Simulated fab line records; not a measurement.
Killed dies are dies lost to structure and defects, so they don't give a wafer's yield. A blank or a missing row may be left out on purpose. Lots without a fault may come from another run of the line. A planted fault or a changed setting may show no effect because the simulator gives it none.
Problem report in the 8D (eight disciplines) form, filled by code + flow sky130 + the parts of the form that need people (team, actions taken, sign-off) are left out

== 1. WHAT IS WRONG ==
Mean of oes_product_au at SKY_METAL4_METAL_ETCH_18: 0.742 a.u. across 3 wafers in 3 lots; on wafers with no fault it is 0.864 a.u. (standard deviation 0.0065). Measured from the usual mean, that is -19 standard deviations.
The step: etches the open film in Cl2/BCl3, stops on SiO2, target depth 845 nm, time 183.1 s.
Earliest sighting: wafer L500.4 on rie_metal-03 at day 46 01:44. At this step, 33 wafers from 11 lots have a number in the record. Rule for "out" (also "out of limits"): further than 4 standard deviations from the usual mean. The other wafers with a number count as sound.

== 2. WHAT IT IS AND WHAT IT IS NOT ==
| question                    | is                                       | is not                                                                                 |
|-----------------------------|------------------------------------------|----------------------------------------------------------------------------------------|
| which readings at this step | oes_product_au                           | drypump_motor_current_A, throttle_valve_pct                                            |
| which lots                  | L500, L503, L505                         | L486, L490, L491, L492, L493, L496, L506, L509                                         |
| which wafers of those lots  | L500.4, L503.1, L505.1                   | L500.2, L500.3, L503.5, L503.6, L505.3, L505.6                                         |
| read on which tools         | rie_metal-01, rie_metal-02, rie_metal-03 | -                                                                                      |
| when                        | from day 46 01:44                        | up to then (20 sound wafers); but 10 sound wafers of L503, L505, L506, L509 came after |

== 3. WHAT RULES OUT EACH SUSPECT ==
Counting: a tool at a process step up to the reading stays a suspect if it ran every lot that is out. Sound lots after the first of them don't rule it out here, since some wafers of a struck lot are sound.
- pvd_sputter-02 at SKY_METAL4_SPUTTER_02 (material AlCu, target thk 735 nm, time 39.1 s): kept. Every lot that is out went through it, the first being L500 (day 44 05:47); the last sound lot it ran before that was L496 (day 43 15:00).
The count leaves pvd_sputter-02 at SKY_METAL4_SPUTTER_02.

== 4. THE CAUSE (what the simulator had put in) ==
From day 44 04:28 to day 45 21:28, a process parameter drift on pvd_sputter-02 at SKY_METAL4_SPUTTER_02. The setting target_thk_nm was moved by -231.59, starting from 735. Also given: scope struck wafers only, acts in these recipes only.
This tool alone remained once counting was done.

== 5. THE EFFECT CHAIN, in route order ==
One row per reading whose mean, taken over the struck wafers that have a number, lies over 3 standard deviations from the usual. Scope: only readings with a usual standard deviation given in the record; hours: median across lots of the time from each lot's start at the first step in this table that gives one to its start at this step; sigmas: change in usual standard deviations.
| hours | step                     | reading        | usual      | on struck wafers | change | sigmas |
|-------|--------------------------|----------------|------------|------------------|--------|--------|
| 0     | SKY_METAL4_METAL_ETCH_18 | oes_product_au | 0.864 a.u. | 0.742            | -0.122 | -19    |
Here are the process steps it includes:
- SKY_METAL4_METAL_ETCH_18: etches the open film in Cl2/BCl3, stops on SiO2, target depth 845 nm, time 183.1 s.
Later steps that measure or inspect, where all struck wafers having a row at the step show a number for every such reading and not one has moved that far: SKY_VIA4_OVL_MEAS_11.

== 6. HOW IT WOULD HAVE BEEN CAUGHT EARLIER ==
45 hours passed between the start of the fault at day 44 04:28 and the first reading out of limits in this record, taken at day 46 01:44.
No tool reading at SKY_METAL4_SPUTTER_02 that has a usual standard deviation in the record was out on any struck wafer, so an alarm limit of 4 standard deviations on those readings would not have fired.
The start of SKY_METAL4_SPUTTER_02 on pvd_sputter-02 came by day 46 01:44 for every one of the lots that are out (3). Holding the tool at that point would not have protected any of them.
